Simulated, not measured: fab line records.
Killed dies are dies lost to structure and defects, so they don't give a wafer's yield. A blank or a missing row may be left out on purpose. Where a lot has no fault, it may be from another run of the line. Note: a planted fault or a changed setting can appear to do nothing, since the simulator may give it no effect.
The tool behind it: which one?	flow gf180mcu	6 lots with 18 wafers sampled at 3 steps, on a route of 602 steps

## WHAT EACH GAUGE READ, for each wafer
GF_HV_LDD_CD_MEAS_46 targets a cd of 400 nm.
lot	measured	on	cd nm (nm)
L289	day 13 02:49	cd sem-02	396.5 397.0 398.5
L294	day 14 23:29	cd sem-01	397.7 395.7 396.0
L297	day 15 23:15	cd sem-01	401.0 401.6 401.6
L305	day 18 10:49	cd sem-02	398.1 399.1 395.4
L307	day 19 04:37	cd sem-02	403.4 401.1 403.8
L309	day 19 21:59	cd sem-01	400.5 397.8 399.9

## WHICH TOOL RAN EACH LOT (tool, then ch and the chambers of the sampled wafers, then the start)
lot	GF_POLY_GATE_STRIP_14	GF_HV_LDD_COAT_41
L289	plasma asher-04 ch 0,1, day 9 22:09	litho track-01 ch 0, day 12 16:29
L294	plasma asher-03 ch 1, day 11 10:52	litho track-01 ch 0, day 14 12:26
L297	plasma asher-02 ch 0,1, day 12 09:49	litho track-03 ch 0, day 15 11:52
L305	plasma asher-02 ch 0,1, day 14 14:16	litho track-03 ch 0, day 17 23:08
L307	plasma asher-02 ch 0,1, day 15 06:06	litho track-02 ch 0, day 18 16:10
L309	plasma asher-04 ch 0,1, day 15 22:28	litho track-01 ch 0, day 19 09:32
- GF_POLY_GATE_STRIP_14: strips in O2/N2.
- GF_HV_LDD_COAT_41: resist thk 1000 nm.

## THE ANSWER, worked out from the rows above alone
Rule: usual is defined by the lots themselves. The widest of any qualifying gaps counts: lots, ordered by their means at a reading, are off when they make up no more than a third of the lots, leave a main group of 4 or more, and stand apart from it by 3 or more times the standard deviation of that group's means. The tables above print the reading to a certain number of digits; a main group whose means all agree to those digits is not used. Also off: a lot with no number at a reading for which 4 or more lots have one. All remaining lots with rows at the step are treated as sound.
No lot is off at any reading shown: from this, nothing can be told.

## WHAT HAD BEEN PUT IN BY THE SIMULATOR
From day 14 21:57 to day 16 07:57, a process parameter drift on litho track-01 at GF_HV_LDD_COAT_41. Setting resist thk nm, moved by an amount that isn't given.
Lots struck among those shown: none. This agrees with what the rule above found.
